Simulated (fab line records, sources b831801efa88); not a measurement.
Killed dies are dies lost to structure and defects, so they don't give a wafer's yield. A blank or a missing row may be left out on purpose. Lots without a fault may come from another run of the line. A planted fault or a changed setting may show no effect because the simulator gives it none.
Problem report in the 8D (eight disciplines) form, filled by code | flow gf180mcu | the parts of the form that need people (team, actions taken, sign-off) are left out

1. THE PROBLEM
STI_OXIDATION_02_THK at GF_STI_THK_MEAS_30 reads a mean of 15.54 nm on 6 wafers of 2 lots; wafers without a fault read 9.94 nm with a standard deviation of 0.18. That is +31 standard deviations from the usual mean.
First seen on wafer L259.2, day 6 13:55, on film_metro-03. The record holds 42 wafers of 14 lots with a number at this step. Rule for "out", or "out of limits": more than 4 standard deviations from the usual mean. The other wafers with a number count as sound.

2. WHAT IT IS AND WHAT IT IS NOT
question                    | is                           | is not
which readings at this step | STI_OXIDATION_02_THK         | -
which lots                  | L259, L261                   | L239, L241, L242, L243, L244, L245, L246, L247, L250, L252, L253, L262
which wafers of those lots  | all that have a number       | -
read on which gauges        | film_metro-01, film_metro-03 | film_metro-02
when                        | from day 6 13:55             | up to then (33 sound wafers); but 3 sound wafers of L262 came after

3. SUSPECTS, AND WHAT RULES EACH OUT
Counting: a tool at a process step up to the reading stays a suspect if it ran every lot that is out and no sound lot after the first of them.
- the gauge at GF_STI_THK_MEAS_30: ruled out. The wafers that are out were read on 2 gauges (film_metro-01, film_metro-03).
- furnace-01 at GF_STI_OXIDATION_29 (stabilise 600 s, purge 300 s, target thk 10 nm): kept. It ran every lot that is out, first L259 (day 6 12:31), and no sound lot after that; its last sound lot up to then is L250 (day 4 15:46).
Left after counting: furnace-01 at GF_STI_OXIDATION_29.

4. THE CAUSE (what the simulator had put in)
Process parameter drift: furnace-01, from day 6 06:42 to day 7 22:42, at GF_STI_OXIDATION_29. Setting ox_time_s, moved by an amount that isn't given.
Counting left only this tool.

5. THE CHAIN OF EFFECTS, in route order
Each row: a reading whose mean over the struck wafers that have a number lies more than 3 standard deviations from the usual. Only readings for which the record gives a usual standard deviation are gone through. hours: the time from each lot's start at the first step in this table that gives one to its start at this step, as a median over the lots. sigmas: the change in usual standard deviations.
hours | step               | reading              | usual   | on struck wafers | change | sigmas
0     | GF_STI_THK_MEAS_30 | STI_OXIDATION_02_THK | 9.94 nm | 15.54            | +5.60  | +31
Later measuring or inspecting steps at which every struck wafer that the step has a row for has a number for every such reading, and none has moved that far: GF_VT_IMPLANT_TW_MEAS_32, GF_VT_IMPLANT_OVL_MEAS_40, GF_VT_IMPLANT_TW_MEAS_43.

6. WHAT WOULD HAVE CAUGHT IT SOONER
In this record the first reading out of limits at a measuring or inspecting step was taken at day 6 13:55, 7 hours after the fault began at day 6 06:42.
Of the tool readings at GF_STI_OXIDATION_29 for which the record gives a usual standard deviation, none was out on any struck wafer, so an alarm limit of 4 standard deviations on them would not have fired.
Of the lots that are out (2), L261 began GF_STI_OXIDATION_29 on furnace-01 after day 6 13:55. A hold on the tool at that time would have spared it.
